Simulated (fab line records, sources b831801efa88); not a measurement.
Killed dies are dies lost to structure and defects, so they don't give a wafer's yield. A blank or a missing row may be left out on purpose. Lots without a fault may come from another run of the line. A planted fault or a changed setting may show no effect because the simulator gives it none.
One fault seen from 2 desks | flow gf180mcu | each desk has only its own numbers; what lay behind them comes last

THE TOOL OWNER'S DESK: pvd_sputter-01
The tool's own readings at GF_SALICIDE_SPUTTER_02 (material Co, target thk 10 nm, time 20 s): means of the sampled wafers that have a number, for each lot that ran on this tool. A lot is out of limits, marked OUT, if its mean lies more than 4 standard deviations from the usual mean; the brackets give that distance.
Columns: A = throttle_valve_pct at GF_SALICIDE_SPUTTER_02, usual 29.7 %
lot  | first seen here | A
L968 | day 18 03:22    | 29.1
L970 | day 19 15:26    | 28.7
L971 | day 20 01:46    | 28.4
This desk's finding: nothing out of limits on any of the 3 lots.

THE METROLOGY DESK
What the gauges read, lot by lot, whatever tool the lot ran on: means of the sampled wafers that have a number. A lot is out of limits, marked OUT, if its mean lies more than 4 standard deviations from the usual mean; the brackets give that distance.
Columns: A = cd_nm at GF_SAB_CD_MEAS_09, usual 419.9 nm; B = SAB_OVL at GF_SAB_OVL_MEAS_10, usual 0.5 nm
lot  | first seen here | A     | B
L968 | day 18 02:53    | 416.2 | 0.5
L970 | day 19 14:58    | 422.1 | 2.4
L971 | day 20 01:16    | 421.7 | 0.5
L977 | day 21 07:13    | 416.8 | 2.1
L978 | day 21 21:18    | 424.0 | 1.0
L979 | day 21 21:36    | 420.4 | 1.5
This desk's finding: nothing out of limits on any of the 6 lots.

PUT TOGETHER
The tool owner's desk saw nothing out of limits.
The metrology desk saw nothing out of limits.

WHAT THE SIMULATOR HAD PUT IN
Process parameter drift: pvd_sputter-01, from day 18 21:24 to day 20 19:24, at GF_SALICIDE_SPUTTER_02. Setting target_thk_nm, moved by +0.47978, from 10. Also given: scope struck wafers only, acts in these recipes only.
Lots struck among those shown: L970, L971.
